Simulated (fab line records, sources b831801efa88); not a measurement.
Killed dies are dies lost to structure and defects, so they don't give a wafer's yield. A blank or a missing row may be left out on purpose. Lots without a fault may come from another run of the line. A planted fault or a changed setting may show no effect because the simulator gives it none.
One fault seen from 2 desks | flow gf180mcu | each desk has only its own numbers; what lay behind them comes last

THE TOOL OWNER'S DESK: furnace-02
The tool's own readings at GF_POLY_GATE_OXIDATION_16 (stabilise 600 s, purge 300 s, target thk 4 nm): means of the sampled wafers that have a number, for each lot that ran on this tool. A lot is out of limits, marked OUT, if its mean lies more than 4 standard deviations from the usual mean; the brackets give that distance. Of its 10 readings 7 are shown: the one that was out of limits first, and those that lie furthest out on some lot.
Columns: A = spike_tc_bottom_C at GF_POLY_GATE_OXIDATION_16, usual 869.9 C; B = spike_tc_centre_C at GF_POLY_GATE_OXIDATION_16, usual 849.3 C; C = spike_tc_lower_C at GF_POLY_GATE_OXIDATION_16, usual 851.7 C; D = spike_tc_top_C at GF_POLY_GATE_OXIDATION_16, usual 861 C; E = spike_tc_upper_C at GF_POLY_GATE_OXIDATION_16, usual 850.8 C; F = tube_center_temp_C at GF_POLY_GATE_OXIDATION_16, usual 849.99 C; G = tube_center_temp_C_max at GF_POLY_GATE_OXIDATION_16, usual 852.2
lot  | first seen here | A               | B               | C               | D              | E               | F                        | G
L875 | day 10 00:36    | 869.8           | 849.3           | 851.6           | 863            | 850.7           | 849.96                   | 852.2
L876 | day 10 07:53    | 870.6           | 848.7           | 850.6           | 864            | 850.1           | 850.00                   | 852.1
L878 | day 10 18:30    | 870.7           | 849.4           | 852.6           | 863            | 849.4           | 849.95                   | 852.0
L879 | day 11 05:34    | 869.2           | 850.2           | 851.2           | 865            | 850.6           | 849.92                   | 852.2
L880 | day 11 09:20    | 870.6           | 848.6           | 850.9           | 864            | 851.1           | 850.01                   | 852.2
L882 | day 11 22:49    | 897.6 (+25) OUT | 875.0 (+26) OUT | 880.3 (+26) OUT | 890 (+7.7) OUT | 878.4 (+28) OUT | 876.49 (+99 or more) OUT | 878.9 (+76) OUT
L883 | day 12 08:22    | 896.4 (+24) OUT | 875.2 (+26) OUT | 877.1 (+23) OUT | 890 (+7.8) OUT | 877.2 (+27) OUT | 876.41 (+99 or more) OUT | 878.6 (+75) OUT
L887 | day 13 15:09    | 896.3 (+24) OUT | 876.2 (+27) OUT | 878.4 (+24) OUT | 891 (+8.0) OUT | 877.0 (+27) OUT | 876.44 (+99 or more) OUT | 878.6 (+75) OUT
L895 | day 15 23:10    | 871.5           | 850.1           | 851.1           | 864            | 850.7           | 850.02                   | 852.3
This desk's finding: out of limits on L882, L883, L887; first on L882, day 11 22:49 (spike_tc_bottom_C at GF_POLY_GATE_OXIDATION_16). In limits: L875, L876, L878, L879, L880, L895.

THE METROLOGY DESK
What the gauges read, lot by lot, whatever tool the lot ran on: means of the sampled wafers that have a number. A lot is out of limits, marked OUT, if its mean lies more than 4 standard deviations from the usual mean; the brackets give that distance.
Columns: A = POLY_GATE_OXIDATION_THK at GF_POLY_GATE_THK_MEAS_17, usual 4.01 nm; B = V3_W_THK at GF_V3_THK_MEAS_25, usual 347 nm
lot  | first seen here | A              | B
L875 | day 10 01:51    | 3.99           | 351
L876 | day 10 09:08    | 4.11           | 350
L878 | day 10 19:45    | 4.08           | 344
L879 | day 11 06:49    | 4.07           | 346
L880 | day 11 10:35    | 4.09           | 344
L882 | day 12 00:05    | 5.41 (+16) OUT | 343
L883 | day 12 09:37    | 5.40 (+16) OUT | 345
L887 | day 13 16:24    | 5.51 (+17) OUT | 341
L891 | day 14 14:54    | 3.99           | 348
L894 | day 15 19:56    | 4.04           | 351
L895 | day 16 00:26    | 4.18           | 349
L896 | day 16 04:07    | 3.98           | 343
This desk's finding: out of limits on L882, L883, L887; first on L882, day 12 00:05 (POLY_GATE_OXIDATION_THK at GF_POLY_GATE_THK_MEAS_17). In limits: L875, L876, L878, L879, L880, L891, L894, L895, L896.

PUT TOGETHER
The tool owner's desk could have raised an alarm at day 11 22:49, on L882, L883, L887.
The metrology desk could have raised an alarm at day 12 00:05, on L882, L883, L887.
Of the lots named, all ran GF_POLY_GATE_OXIDATION_16 on furnace-02.

WHAT THE SIMULATOR HAD PUT IN
Process parameter drift: furnace-02, from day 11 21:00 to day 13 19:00, at GF_POLY_GATE_OXIDATION_16. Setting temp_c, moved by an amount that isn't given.
Lots struck among those shown: L882, L883, L887.
Hours from the fault's start to each desk's first reading out of limits: the tool owner's desk, 2; the metrology desk, 3.
